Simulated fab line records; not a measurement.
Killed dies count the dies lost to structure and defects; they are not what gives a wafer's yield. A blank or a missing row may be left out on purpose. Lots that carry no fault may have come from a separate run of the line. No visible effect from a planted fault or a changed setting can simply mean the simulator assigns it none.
Chamber matching ; flow sky130 ; SKY_VIA2_HDPCVD_00 on hdpcvd-02: 3 sister chambers
The step deposits SiO2, target thk 1180 nm, time 196.7 s. 6 wafers are shown with their chamber, then 8 later ones without.

== WAFERS WITH THEIR CHAMBER ==
wafer;chamber;pressure mtorr (mTorr);sih4 flow sccm (sccm)
L992.6;0;6.014;59.96
L104.6;0;5.993;60.05
L105.1;1;5.997;59.76
L105.3;2;5.996;60.01
L105.4;2;5.998;59.82
L106.1;1;5.987;60.02

== WAFERS WITH NO CHAMBER GIVEN ==
wafer;pressure mtorr (mTorr);sih4 flow sccm (sccm)
L106.3;5.996;60.03
L106.6;5.987;60.10
L108.1;6.002;60.15
L108.4;6.013;60.13
L108.5;6.001;60.22
L110.2;6.006;60.04
L110.4;5.991;59.94
L110.6;5.998;59.99

== WHICH CHAMBER EACH WENT THROUGH ==
wafer;from the rows above;in truth
L106.3;can't be placed: 0 or 2 or 1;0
L106.6;can't be placed: 1 or 2 or 0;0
L108.1;can't be placed: 0 or 2 or 1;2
L108.4;can't be placed: 0 or 2 or 1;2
L108.5;can't be placed: 0 or 2 or 1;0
L110.2;can't be placed: 0 or 2 or 1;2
L110.4;can't be placed: 1 or 2 or 0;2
L110.6;can't be placed: 2 or 0 or 1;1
0 of 8 placed correctly. Unplaceable from these rows: 8, with the true chamber sitting among the candidates in 8. Wrongly placed: 0.
How it was worked out, from the rows above alone: a wafer's distance from a chamber is the root of the sum, over the readings, of the square of ((its reading less the chamber's mean) divided by the reading's scatter). If the next closest chamber is less than 2 further off than the closest, the wafer can't be placed; otherwise it belongs to the closest. The mean given for a chamber averages the wafers shown for that chamber. The scatter: the root of (the sum of the squares of (reading less its chamber's mean) over the shown wafers, divided by (wafers less chambers)).
